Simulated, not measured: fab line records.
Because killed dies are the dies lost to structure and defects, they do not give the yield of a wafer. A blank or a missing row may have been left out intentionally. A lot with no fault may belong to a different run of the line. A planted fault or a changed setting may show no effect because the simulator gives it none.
What tool caused it? / flow sfqLine / 14 lots, 42 wafers sampled, at 4 steps of a route of 325

WHAT THE GAUGES READ, wafer by wafer
SFQ_R5_OVL_MEAS_935.
lot=L384; measured=day 53 11:07; on=overlay-01; R5_OVL (nm)=9 15 15
lot=L385; measured=day 53 18:19; on=overlay-01; R5_OVL (nm)=-4 -3 -7
lot=L386; measured=day 54 01:31; on=overlay-01; R5_OVL (nm)=0 2 -1
lot=L388; measured=day 54 20:51; on=overlay-02; R5_OVL (nm)=-1 -1 6
lot=L389; measured=day 55 00:32; on=overlay-01; R5_OVL (nm)=-3 1 1
lot=L393; measured=day 57 01:55; on=overlay-02; R5_OVL (nm)=3 4 5
lot=L394; measured=day 57 11:31; on=overlay-01; R5_OVL (nm)=0 -1 6
lot=L395; measured=day 62 19:20; on=overlay-01; R5_OVL (nm)=10 12 10
lot=L400; measured=day 64 07:39; on=overlay-01; R5_OVL (nm)=3 6 4
lot=L401; measured=day 64 17:10; on=overlay-01; R5_OVL (nm)=-8 -4 -9
lot=L402; measured=day 65 14:47; on=overlay-01; R5_OVL (nm)=0 -2 2
lot=L403; measured=day 65 19:35; on=overlay-02; R5_OVL (nm)=5 8 11
lot=L404; measured=day 65 20:46; on=overlay-02; R5_OVL (nm)=1 5 2
lot=L406; measured=day 66 06:22; on=overlay-01; R5_OVL (nm)=1 -2 6

SFQ_I7_BOW_MEAS_946.
lot=L384; measured=day 67 16:26; on=filmMetro-01; I7_BOW (um)=20 19 16
lot=L385; measured=day 67 19:28; on=filmMetro-01; I7_BOW (um)=19 22 29
lot=L386; measured=day 67 22:26; on=filmMetro-03; I7_BOW (um)=8 8 3
lot=L388; measured=day 68 07:29; on=filmMetro-01; I7_BOW (um)=19 19 14
lot=L389; measured=day 68 10:07; on=filmMetro-03; I7_BOW (um)=17 13 13
lot=L393; measured=day 69 15:00; on=filmMetro-01; I7_BOW (um)=-12 -25 -2
lot=L394; measured=day 69 16:48; on=filmMetro-03; I7_BOW (um)=20 11 3
lot=L395; measured=day 70 00:06; on=filmMetro-01; I7_BOW (um)=3 4 2
lot=L400; measured=day 70 17:40; on=filmMetro-03; I7_BOW (um)=29 25 25
lot=L401; measured=day 70 20:37; on=filmMetro-01; I7_BOW (um)=-9 -4 5
lot=L402; measured=day 71 01:19; on=filmMetro-03; I7_BOW (um)=22 16 25
lot=L403; measured=day 71 08:31; on=filmMetro-03; I7_BOW (um)=3 2 24
lot=L404; measured=day 71 13:35; on=filmMetro-03; I7_BOW (um)=17 14 6
lot=L406; measured=day 71 18:07; on=filmMetro-01; I7_BOW (um)=31 18 17

EACH LOT AND THE TOOL THAT RAN IT (in order: tool; ch and the chambers of the sampled wafers; start)
lot=L384; SFQ_TRILAYER_M2_ETCH_METAL_ETCH_060=rieMetal-02 ch 0,1, day 18 02:32; SFQ_TRILAYER_M5_STRIP_STRIP_127=rieMetal-03 ch 0,1, day 45 21:45
lot=L385; SFQ_TRILAYER_M2_ETCH_METAL_ETCH_060=rieMetal-04 ch 1, day 18 09:44; SFQ_TRILAYER_M5_STRIP_STRIP_127=rieMetal-01 ch 1, day 46 05:25
lot=L386; SFQ_TRILAYER_M2_ETCH_METAL_ETCH_060=rieMetal-04 ch 1, day 18 21:41; SFQ_TRILAYER_M5_STRIP_STRIP_127=rieMetal-03 ch 0,1, day 46 20:52
lot=L388; SFQ_TRILAYER_M2_ETCH_METAL_ETCH_060=rieMetal-02 ch 0,1, day 19 21:40; SFQ_TRILAYER_M5_STRIP_STRIP_127=rieMetal-02 ch 0,1, day 48 06:40
lot=L389; SFQ_TRILAYER_M2_ETCH_METAL_ETCH_060=rieMetal-02 ch 0,1, day 20 03:11; SFQ_TRILAYER_M5_STRIP_STRIP_127=rieMetal-01 ch 0,1, day 48 23:46
lot=L393; SFQ_TRILAYER_M2_ETCH_METAL_ETCH_060=rieMetal-02 ch 0,1, day 21 10:28; SFQ_TRILAYER_M5_STRIP_STRIP_127=rieMetal-02 ch 0,1, day 56 14:21
lot=L394; SFQ_TRILAYER_M2_ETCH_METAL_ETCH_060=rieMetal-02 ch 0,1, day 21 13:59; SFQ_TRILAYER_M5_STRIP_STRIP_127=rieMetal-01 ch 0,1, day 56 23:30
lot=L395; SFQ_TRILAYER_M2_ETCH_METAL_ETCH_060=rieMetal-02 ch 0,1, day 21 22:23; SFQ_TRILAYER_M5_STRIP_STRIP_127=rieMetal-02 ch 0,1, day 57 03:06
lot=L400; SFQ_TRILAYER_M2_ETCH_METAL_ETCH_060=rieMetal-03 ch 0, day 23 18:27; SFQ_TRILAYER_M5_STRIP_STRIP_127=rieMetal-02 ch 0,1, day 59 08:23
lot=L401; SFQ_TRILAYER_M2_ETCH_METAL_ETCH_060=rieMetal-04 ch 0, day 24 00:19; SFQ_TRILAYER_M5_STRIP_STRIP_127=rieMetal-03 ch 1, day 59 18:02
lot=L402; SFQ_TRILAYER_M2_ETCH_METAL_ETCH_060=rieMetal-04 ch 0,1, day 24 09:55; SFQ_TRILAYER_M5_STRIP_STRIP_127=rieMetal-02 ch 0,1, day 60 21:39
lot=L403; SFQ_TRILAYER_M2_ETCH_METAL_ETCH_060=rieMetal-03 ch 0,1, day 24 19:31; SFQ_TRILAYER_M5_STRIP_STRIP_127=rieMetal-01 ch 0, day 61 03:44
lot=L404; SFQ_TRILAYER_M2_ETCH_METAL_ETCH_060=rieMetal-03 ch 0,1, day 25 05:07; SFQ_TRILAYER_M5_STRIP_STRIP_127=rieMetal-03 ch 0,1, day 61 04:51
lot=L406; SFQ_TRILAYER_M2_ETCH_METAL_ETCH_060=rieMetal-04 ch 0,1, day 25 20:37; SFQ_TRILAYER_M5_STRIP_STRIP_127=rieMetal-02 ch 0,1, day 61 15:46
- SFQ_TRILAYER_M2_ETCH_METAL_ETCH_060: etches Nb in Cl2/Ar, stops on SiO2, target depth 240 nm, time 120 s.
- SFQ_TRILAYER_M5_STRIP_STRIP_127: strips in O2.

AS READ BY THE TOOLS THEMSELVES (means over the sampled wafers that have a number; for cases with no such wafer, the mark the record gives instead)
SFQ_TRILAYER_M2_ETCH_METAL_ETCH_060.
lot=L384; tool=rieMetal-02; drypumpMotorCurrentA (A)=5.9; heBacksideLeakSccm (sccm)=3.35; oesProductAu (a.u.)=0.890; runLengthS (s)=147.90
lot=L385; tool=rieMetal-04; drypumpMotorCurrentA (A)=4.9; heBacksideLeakSccm (sccm)=3.48; oesProductAu (a.u.)=0.890; runLengthS (s)=148.36
lot=L386; tool=rieMetal-04; drypumpMotorCurrentA (A)=4.9; heBacksideLeakSccm (sccm)=3.41; oesProductAu (a.u.)=0.902; runLengthS (s)=148.52
lot=L388; tool=rieMetal-02; drypumpMotorCurrentA (A)=5.8; heBacksideLeakSccm (sccm)=3.67; oesProductAu (a.u.)=0.891; runLengthS (s)=148.33
lot=L389; tool=rieMetal-02; drypumpMotorCurrentA (A)=5.8; heBacksideLeakSccm (sccm)=3.33; oesProductAu (a.u.)=0.902; runLengthS (s)=148.28
lot=L393; tool=rieMetal-02; drypumpMotorCurrentA (A)=5.9; heBacksideLeakSccm (sccm)=3.51; oesProductAu (a.u.)=0.888; runLengthS (s)=148.31
lot=L394; tool=rieMetal-02; drypumpMotorCurrentA (A)=5.8; heBacksideLeakSccm (sccm)=3.66; oesProductAu (a.u.)=1.001; runLengthS (s)=122.91
lot=L395; tool=rieMetal-02; drypumpMotorCurrentA (A)=5.9; heBacksideLeakSccm (sccm)=3.37; oesProductAu (a.u.)=1.004; runLengthS (s)=123.03
lot=L400; tool=rieMetal-03; drypumpMotorCurrentA (A)=5.3; heBacksideLeakSccm (sccm)=3.51; oesProductAu (a.u.)=0.894; runLengthS (s)=148.42
lot=L401; tool=rieMetal-04; drypumpMotorCurrentA (A)=5.1; heBacksideLeakSccm (sccm)=3.16; oesProductAu (a.u.)=0.880; runLengthS (s)=148.38
lot=L402; tool=rieMetal-04; drypumpMotorCurrentA (A)=5.0; heBacksideLeakSccm (sccm)=3.31; oesProductAu (a.u.)=0.898; runLengthS (s)=148.68
lot=L403; tool=rieMetal-03; drypumpMotorCurrentA (A)=5.4; heBacksideLeakSccm (sccm)=3.55; oesProductAu (a.u.)=0.878; runLengthS (s)=148.19
lot=L404; tool=rieMetal-03; drypumpMotorCurrentA (A)=5.3; heBacksideLeakSccm (sccm)=3.40; oesProductAu (a.u.)=0.882; runLengthS (s)=148.26
lot=L406; tool=rieMetal-04; drypumpMotorCurrentA (A)=5.0; heBacksideLeakSccm (sccm)=3.16; oesProductAu (a.u.)=0.887; runLengthS (s)=148.31

SFQ_TRILAYER_M5_STRIP_STRIP_127.
lot=L384; tool=rieMetal-03; drypumpMotorCurrentA (A)=5.3; heBacksideLeakSccm (sccm)=3.6; oesProductAu (a.u.)=1.002
lot=L385; tool=rieMetal-01; drypumpMotorCurrentA (A)=5.2; heBacksideLeakSccm (sccm)=3.7; oesProductAu (a.u.)=1.031
lot=L386; tool=rieMetal-03; drypumpMotorCurrentA (A)=5.3; heBacksideLeakSccm (sccm)=3.6; oesProductAu (a.u.)=1.003
lot=L388; tool=rieMetal-02; drypumpMotorCurrentA (A)=5.8; heBacksideLeakSccm (sccm)=3.7; oesProductAu (a.u.)=1.015
lot=L389; tool=rieMetal-01; drypumpMotorCurrentA (A)=5.2; heBacksideLeakSccm (sccm)=3.6; oesProductAu (a.u.)=1.025
lot=L393; tool=rieMetal-02; drypumpMotorCurrentA (A)=5.8; heBacksideLeakSccm (sccm)=3.5; oesProductAu (a.u.)=1.011
lot=L394; tool=rieMetal-01; drypumpMotorCurrentA (A)=5.1; heBacksideLeakSccm (sccm)=3.4; oesProductAu (a.u.)=1.012
lot=L395; tool=rieMetal-02; drypumpMotorCurrentA (A)=5.8; heBacksideLeakSccm (sccm)=3.5; oesProductAu (a.u.)=1.010
lot=L400; tool=rieMetal-02; drypumpMotorCurrentA (A)=5.8; heBacksideLeakSccm (sccm)=3.7; oesProductAu (a.u.)=1.012
lot=L401; tool=rieMetal-03; drypumpMotorCurrentA (A)=5.4; heBacksideLeakSccm (sccm)=3.6; oesProductAu (a.u.)=1.014
lot=L402; tool=rieMetal-02; drypumpMotorCurrentA (A)=5.8; heBacksideLeakSccm (sccm)=3.7; oesProductAu (a.u.)=1.014
lot=L403; tool=rieMetal-01; drypumpMotorCurrentA (A)=5.1; heBacksideLeakSccm (sccm)=3.2; oesProductAu (a.u.)=1.014
lot=L404; tool=rieMetal-03; drypumpMotorCurrentA (A)=5.4; heBacksideLeakSccm (sccm)=3.7; oesProductAu (a.u.)=1.002
lot=L406; tool=rieMetal-02; drypumpMotorCurrentA (A)=5.8; heBacksideLeakSccm (sccm)=4.3; oesProductAu (a.u.)=1.017

THE ANSWER, worked out from the rows above alone
Rule: the lots themselves supply what counts as usual. Put in order of their means at a reading, lots are off if they are a third of the lots or fewer, leave a main group of 4 or more, and stand apart from it by a gap of 3 or more times the standard deviation of the main group's means; of several such gaps the widest counts. Not used: any main group whose means are identical at the precision the tables above print for the reading. Also off: a lot with no number at a reading for which 4 or more lots have one. All remaining lots with rows at the step are treated as sound. After the gauges, taken in route order, come the tools' own readings; for these a lot's mean is taken, as printed above. The first step at which some lot is off is used, and at that step the reading that is off furthest; a lot without a number counts as furthest.
Off at SFQ_TRILAYER_M2_ETCH_METAL_ETCH_060 (runLengthS): L394, L395. The main group: mean 148.33 s, standard deviation 0.18.
If a tool, at that step or one of the process steps before it, ran each lot that is off and ran no sound lot following the first of them, it fits. One fits: rieMetal-02 at SFQ_TRILAYER_M2_ETCH_METAL_ETCH_060. A fault onset in the window from L393 (day 21 10:28, its last sound lot) to L394 (day 21 13:59, its first lot off) fits.
The tool's own readings at SFQ_TRILAYER_M2_ETCH_METAL_ETCH_060 bear it out: on the lots that are off they differ by more than 5 times the standard deviation of the sound lots' means. oesProductAu reads 1.002 a.u. there against 0.890 a.u. on the sound lots; runLengthS reads 122.97 s there against 148.33 s on the sound lots.

WHAT HAD BEEN PUT IN BY THE SIMULATOR
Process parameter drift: rieMetal-02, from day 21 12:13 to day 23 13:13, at SFQ_TRILAYER_M2_ETCH_METAL_ETCH_060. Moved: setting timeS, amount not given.
Shown lots that were struck: L394, L395. The same result came from the rule above.
